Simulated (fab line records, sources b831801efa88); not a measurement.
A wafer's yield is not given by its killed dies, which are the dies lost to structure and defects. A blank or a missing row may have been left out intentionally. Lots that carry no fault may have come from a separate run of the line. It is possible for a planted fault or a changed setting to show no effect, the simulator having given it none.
Which tool was responsible?    flow sky130    6 lots (18 wafers sampled), 1 step of a 708-step route

WHAT THE GAUGES SHOWED, per wafer
SKY_DNWELL_TW_MEAS_09.
lot   measured     on             DNWELL_TW
L334  day 3 17:10  film_metro-01  1090 1084 1097
L337  day 4 07:22  film_metro-02  1085 1084 1086
L339  day 4 17:57  film_metro-01  1091 1091 1096
L343  day 5 19:54  film_metro-02  1077 1079 1084
L353  day 8 01:24  film_metro-01  1096 1103 1100
L355  day 8 08:41  film_metro-02  1085 1089 1091

WHAT TOOL EACH LOT RAN ON (gives the tool, then ch and the chambers of the sampled wafers, and finally the start)
The record holds no process step before these readings.

THE ANSWER, worked out from the rows above alone
Rule: the usual values come from the lots themselves. Put in order of their means at a reading, lots are off if they are a third of the lots or fewer, leave a main group of 4 or more, and stand apart from it by a gap of 3 or more times the standard deviation of the main group's means; of several such gaps the widest counts. A main group whose means are all the same, to the digits that the tables above print for the reading, isn't used. Also off: a lot with no number at a reading for which 4 or more lots have one. Any other lot the step has rows for is counted as sound.
Nothing can be told from this: no lot is off at any reading shown.

WHAT THE SIMULATOR HAD INSERTED
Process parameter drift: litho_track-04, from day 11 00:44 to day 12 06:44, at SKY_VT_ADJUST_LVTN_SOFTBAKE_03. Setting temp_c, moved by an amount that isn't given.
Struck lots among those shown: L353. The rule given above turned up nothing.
